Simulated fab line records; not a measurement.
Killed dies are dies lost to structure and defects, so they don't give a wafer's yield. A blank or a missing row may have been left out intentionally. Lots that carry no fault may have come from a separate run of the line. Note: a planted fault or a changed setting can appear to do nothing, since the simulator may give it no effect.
The tool behind it: which one? | flow sky130 | 13 lots with 39 wafers sampled at 3 steps, on a route of 708 steps

== WHAT EACH GAUGE READ, for each wafer ==
SKY_METAL5_RS_MEAS_05: measures by four-point-probe. Usual: METAL5_ALCU_RS 0.02704 ohm/sq, standard deviation 0.00025.
lot  | measured     | on           | METAL5_ALCU_RS (ohm/sq) | flag
L583 | day 42 16:46 | filmMetro-01 | 0.02703 0.02671 0.02701 | 
L584 | day 43 18:02 | filmMetro-01 | 0.02657 0.02686 0.02695 | 
L586 | day 43 19:14 | filmMetro-01 | 0.02718 0.02699 0.02703 | 
L587 | day 43 20:35 | filmMetro-04 | 0.02751 0.02707 0.02738 | 
L588 | day 44 08:17 | filmMetro-02 | 0.02727 0.02753 0.02783 | 
L589 | day 44 17:32 | filmMetro-01 | 0.02709 0.02752 0.02733 | 
L592 | day 45 13:47 | filmMetro-02 | 0.02746 0.0271 0.02727  | 
L594 | day 46 04:45 | filmMetro-01 | 0.02699 0.02683 0.02684 | 
L596 | day 46 13:27 | filmMetro-04 | 0.02679 0.02673 0.02656 | 
L600 | day 47 19:06 | filmMetro-02 | 0.02678 0.02649 0.02674 | 
L604 | day 48 04:33 | filmMetro-04 | 0.02689 0.02703 0.02703 | 
L603 | day 48 12:07 | filmMetro-01 | 0.02688 0.02711 0.02684 | 
L605 | day 48 17:38 | filmMetro-02 | 0.02731 0.02655 0.02702 | 

== WHICH TOOL RAN EACH LOT (tool, then ch and the chambers of the sampled wafers, then the start) ==
lot  | SKY_FIELD_ISO_WET_ETCH_21     | SKY_METAL5_SPUTTER_00
L583 | wetBench-03 ch 2, day 2 05:34 | pvdSputter-04, day 42 16:34
L584 | wetBench-02 ch 2, day 2 09:04 | pvdSputter-02, day 43 17:52
L586 | wetBench-04 ch 0, day 2 22:37 | pvdSputter-04, day 43 19:02
L587 | wetBench-04 ch 3, day 3 01:56 | pvdSputter-02, day 43 20:25
L588 | wetBench-03 ch 1, day 3 08:35 | pvdSputter-01, day 44 08:07
L589 | wetBench-03 ch 2, day 3 18:51 | pvdSputter-04, day 44 17:22
L592 | wetBench-03 ch 1, day 4 04:17 | pvdSputter-04, day 45 13:34
L594 | wetBench-04 ch 1, day 4 14:59 | pvdSputter-04, day 46 04:32
L596 | wetBench-04 ch 2, day 5 01:34 | pvdSputter-02, day 46 13:17
L600 | wetBench-04 ch 3, day 5 22:43 | pvdSputter-04, day 47 18:56
L604 | wetBench-03 ch 1, day 6 21:05 | pvdSputter-02, day 48 04:23
L603 | wetBench-04 ch 3, day 6 21:26 | pvdSputter-04, day 48 11:56
L605 | wetBench-04 ch 3, day 7 04:08 | pvdSputter-01, day 48 17:26
- SKY_FIELD_ISO_WET_ETCH_21: etches SiO2 in dHF, target depth 20 nm, time 400 s.
- SKY_METAL5_SPUTTER_00: material Ti, target thk 15 nm, time 10 s.

== WHAT THE TOOLS THEMSELVES READ (means of the sampled wafers that have a number; where no wafer has one, the mark that the record gives instead) ==
SKY_METAL5_SPUTTER_00. Usual: throttleValvePct 30.5 %, standard deviation 0.87.
lot  | tool          | throttleValvePct (%) | flag
L583 | pvdSputter-04 | 29.6                 | 
L584 | pvdSputter-02 | 31.3                 | 
L586 | pvdSputter-04 | 30.1                 | 
L587 | pvdSputter-02 | 30.7                 | 
L588 | pvdSputter-01 | 30.1                 | 
L589 | pvdSputter-04 | 30.6                 | 
L592 | pvdSputter-04 | 30.6                 | 
L594 | pvdSputter-04 | 30.4                 | 
L596 | pvdSputter-02 | 30.8                 | 
L600 | pvdSputter-04 | 30.6                 | 
L604 | pvdSputter-02 | 31.2                 | 
L603 | pvdSputter-04 | 30.8                 | 
L605 | pvdSputter-01 | 30.3                 | 

== THE ANSWER, worked out from the rows above alone ==
Rule: a lot counts as off when the mean over its wafers that have a number is more than 3 standard deviations away from the usual mean. A lot without any number at a reading at which 4 lots or more have one is off too. The other lots that the step has rows for count as sound. The gauges are gone through in route order, then the tools' own readings, and for those a lot's mean is taken as printed above. At the first step where some lot is off, the reading lying furthest off is the one used; lots without a number count as furthest.
No lot is off on any of the readings shown, so nothing can be concluded from this.

== WHAT THE SIMULATOR HAD PUT IN ==
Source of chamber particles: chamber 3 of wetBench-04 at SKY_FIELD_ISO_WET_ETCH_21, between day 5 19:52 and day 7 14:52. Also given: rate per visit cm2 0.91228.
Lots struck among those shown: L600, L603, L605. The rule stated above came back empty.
